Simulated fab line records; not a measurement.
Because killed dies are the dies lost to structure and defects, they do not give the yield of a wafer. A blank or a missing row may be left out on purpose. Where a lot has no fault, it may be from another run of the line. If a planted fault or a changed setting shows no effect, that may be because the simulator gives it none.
Comparing a struck lot with a sound one / flow gf180mcu / 15 out of 602 route steps
Sound: the wafers L450.4, L450.5, L450.6. Wafers struck: L442.3, L442.4, L442.5. The cause is given at the end.
Each step with rows lists, per side, the tool, then ch with its chambers, then its first start. Under that, the readings that differ: sound wafers / struck wafers / difference of the means / sigmas: that difference in standard deviations of wafers without a fault.
alike: readings whose means differ by less than 2 such deviations, and words and numbers that are the same on both sides. not compared: withheld readings, readings that some wafer has no value for, bounds like >300 that may hide the same value, and numbers for which the record gives no deviation and whose values overlap.
Wherever a step has rows on one side only, a row that says differs or no value, or a row with sigmas, the two part there. Numbers that have no deviation but don't overlap get no sigmas and don't part them. A reading missing from all wafers of one side parts the sides only when that side holds two or more wafers.

GF_V2_ETCH_16: etches BARC in N2/H2.
  sound on rie-diel-01 ch 0,2,3, day 27 05:33; struck on rie-diel-02 ch 0,2,3, day 24 10:40
  alike: drypump-motor-current-A, oes-product-au, throttle-valve-pct
GF_V2_ETCH_17: etches SiO2 in C4F8/O2/Ar, stops on TiN, target depth 630 nm.
  sound: rie-diel-01 ch 0,2,3; struck: rie-diel-02 ch 0,2,3
  alike: oes-product-au
then, 3 steps without rows for these wafers: GF_V2_STRIP_18 (strips in O2/N2); GF_V2_STRIP_19 (strips in post etch residue remover, time 1200 s); GF_V2_CLEAN_20 (cleans in DIW).
GF_V2_SPUTTER_21: material Ti, target thk 15 nm, time 80.02 s.
  struck on pvd-sputter-01, day 24 11:22; sound on pvd-sputter-01, day 27 06:13
  alike: cathode-dc-power-W, throttle-valve-pct
GF_V2_SPUTTER_22: material TiN, target thk 10 nm, time 40 s.
  struck on pvd-sputter-01, day 24 11:25; sound on pvd-sputter-01, day 27 06:17
  alike: cathode-dc-power-W, throttle-valve-pct
then, 1 step without rows for these wafers: GF_V2_CVD_23 (deposits W, target thk 350 nm, time 104.94 s).
GF_V2_RS_MEAS_24: a four-point-probe measurement.
  struck on film-metro-01, day 24 11:37; sound on film-metro-04, day 27 06:31
  alike: V2_W_RS
GF_V2_THK_MEAS_25: measures by xrf.
  struck on film-metro-01, day 24 11:43; sound on film-metro-04, day 27 06:37
  alike: V2_W_THK
then, 2 steps without rows for these wafers: GF_V2_CMP_26 (polishes, stops on SiO2, t overpolish 15 s, target thk 0 nm); GF_M3_SPUTTER_00 (material Ti, target thk 37.5 nm, time 150 s).
GF_M3_SPUTTER_01: material TiN, target thk 30 nm, time 25 s.
  struck on pvd-sputter-03, day 24 12:09; sound on pvd-sputter-02, day 27 07:02
reading=model.TiN_of_M3_SPUTTER_01.thk-nm (nm); sound=29.95 30.11 29.67; struck=20.54 20.15 20.06; difference=-9.66; sigmas=
  alike: cathode-dc-power-W, throttle-valve-pct
GF_M3_SPUTTER_02: material AlCu, target thk 450 nm, time 23.9 s.
  struck on pvd-sputter-03, day 24 12:11; sound on pvd-sputter-02, day 27 07:04
  alike: cathode-dc-power-W, throttle-valve-pct
after that, 1 step had no rows for these wafers: GF_PASSIVATION_PROBE_99.

== WHERE THEY PART ==
Nowhere in this record.

WHY: whatever the simulator had introduced
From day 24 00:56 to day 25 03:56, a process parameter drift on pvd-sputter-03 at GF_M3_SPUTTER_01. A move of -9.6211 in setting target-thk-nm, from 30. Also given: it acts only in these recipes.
